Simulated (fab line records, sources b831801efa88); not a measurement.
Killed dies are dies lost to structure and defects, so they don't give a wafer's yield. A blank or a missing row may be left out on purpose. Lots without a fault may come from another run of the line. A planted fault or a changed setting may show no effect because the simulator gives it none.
Tool commonality check | flow gf180mcu | 11 lots, 33 wafers sampled

WHY IT WAS OPENED
At GF_VT_IMPLANT_TW_MEAS_32 the reading VT_IMPLANT_3_TW is flagged on 3 of 11 lots. Wafers without a fault read 266.9, standard deviation 1.7.
Rule: a lot is flagged when every wafer of it that has a number lies more than 4 standard deviations from that mean, or none has a number. The other lots count as sound.

lot  | measured     | on            | VT_IMPLANT_3_TW, wafer by wafer | flag
L491 | day 8 01:24  | film_metro-01 | 269.7 268.4 269.9               |
L494 | day 8 19:38  | film_metro-04 | 267.2 266.3 266.0               |
L496 | day 9 06:11  | film_metro-03 | 265.6 266.3 266.1               |
L501 | day 10 10:30 | film_metro-04 | 264.6 264.3 265.7               |
L502 | day 10 18:54 | film_metro-03 | 1209.9 1202.1 1201.5            | FLAGGED
L503 | day 11 02:46 | film_metro-04 | 1207.0 1221.7 1215.2            | FLAGGED
L504 | day 11 10:55 | film_metro-03 | 1198.3 1201.9 1198.8            | FLAGGED
L505 | day 11 14:19 | film_metro-04 | 267.3 268.5 267.8               |
L507 | day 12 02:12 | film_metro-04 | 267.4 267.2 267.2               |
L508 | day 12 09:40 | film_metro-03 | 264.0 266.3 266.4               |
L510 | day 12 22:46 | film_metro-01 | 268.0 270.4 270.6               |
The numbers of the flagged lots are 1206.3 on average: +939.4 against the usual, or +99 or more standard deviations.

WHICH TOOL RAN EACH LOT
The record holds 3 process steps before the reading, out of a route of 602 steps. In each cell: the tool, then ch and the chambers that the sampled wafers went through, then the start.
lot  | flag    | GF_STI_ETCH_13                    | GF_VT_IMPLANT_COAT_13             | GF_VT_IMPLANT_STRIP_20
L491 |         | rie_diel-04 ch 0,2,3, day 2 22:41 | litho_track-04 ch 0, day 7 00:46  | plasma_asher-01 ch 0,1, day 7 08:38
L494 |         | rie_diel-02 ch 1,2,3, day 3 14:11 | litho_track-04 ch 0, day 7 18:31  | plasma_asher-04 ch 0,1, day 8 03:06
L496 |         | rie_diel-04 ch 0,2,3, day 3 23:08 | litho_track-04 ch 0, day 8 04:55  | plasma_asher-01 ch 0,1, day 8 13:11
L501 |         | rie_diel-02 ch 0,2, day 5 01:07   | litho_track-04 ch 0, day 9 09:28  | plasma_asher-01 ch 0,1, day 9 18:00
L502 | FLAGGED | rie_diel-04 ch 0,1,3, day 5 06:28 | litho_track-04, day 9 17:13       | plasma_asher-03 ch 0,1, day 10 01:27
L503 | FLAGGED | rie_diel-04 ch 0,1,2, day 5 12:19 | litho_track-01, day 10 00:39      | plasma_asher-01 ch 0,1, day 10 09:07
L504 | FLAGGED | rie_diel-01 ch 2,3, day 5 17:04   | litho_track-02, day 10 08:01      | plasma_asher-03 ch 0,1, day 10 16:52
L505 |         | rie_diel-04 ch 2,3, day 5 22:28   | litho_track-02 ch 0, day 10 11:25 | plasma_asher-03 ch 0,1, day 10 20:40
L507 |         | rie_diel-02 ch 0,1, day 6 08:08   | litho_track-01 ch 0, day 11 00:09 | plasma_asher-04 ch 0,1, day 11 09:08
L508 |         | rie_diel-02 ch 0,3, day 6 13:41   | litho_track-04 ch 0, day 11 08:35 | plasma_asher-04 ch 0,1, day 11 17:13
L510 |         | rie_diel-04 ch 2,3, day 7 00:31   | litho_track-04 ch 0, day 11 20:05 | plasma_asher-04 ch 0,1, day 12 04:35
What these steps do:
- GF_STI_ETCH_13: etches the open film in CHF3/O2, stops on Si, target depth 282.31 nm, time 112.9 s.
- GF_VT_IMPLANT_COAT_13: resist thk 1000 nm.
- GF_VT_IMPLANT_STRIP_20: strips in O2/N2.
- GF_VT_IMPLANT_TW_MEAS_32

FLAGGED OVER TOTAL, TOOL BY TOOL (the gauges that took the reading come last)
step                     | tool            | lots run | flagged | share of the flagged lots | sound lots run after its first flagged lot
GF_STI_ETCH_13           | rie_diel-01     | 1        | 1       | some                      | 0
GF_STI_ETCH_13           | rie_diel-02     | 4        | 0       | none                      | -
GF_STI_ETCH_13           | rie_diel-04     | 6        | 2       | some                      | 2 (L505,L510)
GF_VT_IMPLANT_COAT_13    | litho_track-01  | 2        | 1       | some                      | 1 (L507)
GF_VT_IMPLANT_COAT_13    | litho_track-02  | 2        | 1       | some                      | 1 (L505)
GF_VT_IMPLANT_COAT_13    | litho_track-04  | 7        | 1       | some                      | 2 (L508,L510)
GF_VT_IMPLANT_STRIP_20   | plasma_asher-01 | 4        | 1       | some                      | 0
GF_VT_IMPLANT_STRIP_20   | plasma_asher-03 | 3        | 2       | some                      | 1 (L505)
GF_VT_IMPLANT_STRIP_20   | plasma_asher-04 | 4        | 0       | none                      | -
GF_VT_IMPLANT_TW_MEAS_32 | film_metro-01   | 2        | 0       | none                      | -
GF_VT_IMPLANT_TW_MEAS_32 | film_metro-03   | 4        | 2       | some                      | 1 (L508)
GF_VT_IMPLANT_TW_MEAS_32 | film_metro-04   | 5        | 1       | some                      | 2 (L505,L507)

WHAT THE TABLE ALLOWS
No row of the table ran every flagged lot.

WHAT THE SIMULATOR HAD PUT IN
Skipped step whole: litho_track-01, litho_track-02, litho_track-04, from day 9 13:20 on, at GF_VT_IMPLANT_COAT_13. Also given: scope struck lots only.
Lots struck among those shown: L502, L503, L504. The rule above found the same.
